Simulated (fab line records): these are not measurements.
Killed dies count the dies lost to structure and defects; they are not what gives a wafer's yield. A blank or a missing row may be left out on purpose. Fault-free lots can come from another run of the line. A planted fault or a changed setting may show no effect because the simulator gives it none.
Which of the tools did it? || flow gf180mcu || Sampling: 13 lots, 39 wafers, 3 of 602 route steps

## WHAT THE GAUGES READ, wafer by wafer
GF_V2_THK_MEAS_01.
{"lot": "L748", "measured": "day 19 05:05", "on": "film metro-02", "V2_CVD_00_THK (nm)": "590 590 599"}
{"lot": "L749", "measured": "day 19 18:40", "on": "film metro-01", "V2_CVD_00_THK (nm)": "609 606 612"}
{"lot": "L753", "measured": "day 21 09:08", "on": "film metro-02", "V2_CVD_00_THK (nm)": "604 596 596"}
{"lot": "L754", "measured": "day 21 22:31", "on": "film metro-02", "V2_CVD_00_THK (nm)": "608 596 596"}
{"lot": "L758", "measured": "day 23 22:49", "on": "film metro-01", "V2_CVD_00_THK (nm)": "595 593 591"}
{"lot": "L759", "measured": "day 24 02:38", "on": "film metro-04", "V2_CVD_00_THK (nm)": "593 591 587"}
{"lot": "L760", "measured": "day 24 09:30", "on": "film metro-04", "V2_CVD_00_THK (nm)": "604 606 601"}
{"lot": "L763", "measured": "day 25 02:07", "on": "film metro-04", "V2_CVD_00_THK (nm)": "604 605 594"}
{"lot": "L765", "measured": "day 25 14:13", "on": "film metro-02", "V2_CVD_00_THK (nm)": "597 604 597"}
{"lot": "L764", "measured": "day 25 16:12", "on": "film metro-04", "V2_CVD_00_THK (nm)": "583 589 593"}
{"lot": "L767", "measured": "day 26 10:27", "on": "film metro-04", "V2_CVD_00_THK (nm)": "591 593 607"}
{"lot": "L769", "measured": "day 26 21:10", "on": "film metro-01", "V2_CVD_00_THK (nm)": "598 596 595"}
{"lot": "L770", "measured": "day 27 03:24", "on": "film metro-01", "V2_CVD_00_THK (nm)": "591 589 592"}

GF_V2_THK_MEAS_03.
{"lot": "L748", "measured": "day 19 05:13", "on": "film metro-01", "V2_CVD_02_THK (nm)": "832 847 858"}
{"lot": "L749", "measured": "day 19 18:48", "on": "film metro-01", "V2_CVD_02_THK (nm)": "849 870 869"}
{"lot": "L753", "measured": "day 21 09:15", "on": "film metro-01", "V2_CVD_02_THK (nm)": "848 858 859"}
{"lot": "L754", "measured": "day 21 22:39", "on": "film metro-01", "V2_CVD_02_THK (nm)": "843 848 864"}
{"lot": "L758", "measured": "day 23 22:57", "on": "film metro-02", "V2_CVD_02_THK (nm)": "848 867 853"}
{"lot": "L759", "measured": "day 24 02:46", "on": "film metro-04", "V2_CVD_02_THK (nm)": "838 862 851"}
{"lot": "L760", "measured": "day 24 09:38", "on": "film metro-01", "V2_CVD_02_THK (nm)": "855 861 860"}
{"lot": "L763", "measured": "day 25 02:15", "on": "film metro-02", "V2_CVD_02_THK (nm)": "855 862 863"}
{"lot": "L765", "measured": "day 25 14:20", "on": "film metro-01", "V2_CVD_02_THK (nm)": "851 859 847"}
{"lot": "L764", "measured": "day 25 16:20", "on": "film metro-01", "V2_CVD_02_THK (nm)": "844 847 855"}
{"lot": "L767", "measured": "day 26 10:35", "on": "film metro-02", "V2_CVD_02_THK (nm)": "859 877 870"}
{"lot": "L769", "measured": "day 26 21:18", "on": "film metro-02", "V2_CVD_02_THK (nm)": "874 873 859"}
{"lot": "L770", "measured": "day 27 03:32", "on": "film metro-02", "V2_CVD_02_THK (nm)": "827 829 843"}

GF_V2_OVL_MEAS_15.
{"lot": "L748", "measured": "day 20 05:27", "on": "overlay-02", "V2_OVL (nm)": "-9 -5 -4"}
{"lot": "L749", "measured": "day 20 19:14", "on": "overlay-02", "V2_OVL (nm)": "0 2 -6"}
{"lot": "L753", "measured": "day 22 08:56", "on": "overlay-01", "V2_OVL (nm)": "4 -5 1"}
{"lot": "L754", "measured": "day 22 22:10", "on": "overlay-01", "V2_OVL (nm)": "-3 -6 1"}
{"lot": "L758", "measured": "day 24 21:09", "on": "overlay-02", "V2_OVL (nm)": "-5 -3 -10"}
{"lot": "L759", "measured": "day 25 01:28", "on": "overlay-02", "V2_OVL (nm)": "-5 -7 2"}
{"lot": "L760", "measured": "day 25 07:36", "on": "overlay-01", "V2_OVL (nm)": "-10 -6 -1"}
{"lot": "L763", "measured": "day 26 00:02", "on": "overlay-01", "V2_OVL (nm)": "6 -4 2"}
{"lot": "L765", "measured": "day 26 12:39", "on": "overlay-02", "V2_OVL (nm)": "-2 4 -5"}
{"lot": "L764", "measured": "day 26 14:08", "on": "overlay-02", "V2_OVL (nm)": "8 1 5"}
{"lot": "L767", "measured": "day 27 07:06", "on": "overlay-01", "V2_OVL (nm)": "2 10 7"}
{"lot": "L769", "measured": "day 27 17:51", "on": "overlay-01", "V2_OVL (nm)": "8 -4 6"}
{"lot": "L770", "measured": "day 28 00:14", "on": "overlay-02", "V2_OVL (nm)": "3 -1 2"}

## EACH LOT AND THE TOOL THAT RAN IT (in order: tool; ch and the chambers of the sampled wafers; start)
Before these readings, the record contains no process step.

## AS READ BY THE TOOLS THEMSELVES (means over the sampled wafers that have a number; for cases with no such wafer, the mark the record gives instead)
The record holds no such reading with a usual standard deviation.

## THE ANSWER, worked out from the rows above alone
Rule: usual is defined by the lots themselves. Put in order of their means at a reading, lots are off if they are a third of the lots or fewer, leave a main group of 4 or more, and stand apart from it by a gap of 3 or more times the standard deviation of the main group's means; of several such gaps the widest counts. The tables above print the reading to a certain number of digits; a main group whose means all agree to those digits is not used. Also off: a lot with no number at a reading for which 4 or more lots have one. All remaining lots with rows at the step are treated as sound. After the gauges, taken in route order, come the tools' own readings; for these a lot's mean is taken, as printed above. The first step at which some lot is off is used, and at that step the reading that is off furthest; a lot without a number counts as furthest.
No lot is off on any of the readings shown, so nothing can be concluded from this.

## WHAT THE SIMULATOR HAD INSERTED
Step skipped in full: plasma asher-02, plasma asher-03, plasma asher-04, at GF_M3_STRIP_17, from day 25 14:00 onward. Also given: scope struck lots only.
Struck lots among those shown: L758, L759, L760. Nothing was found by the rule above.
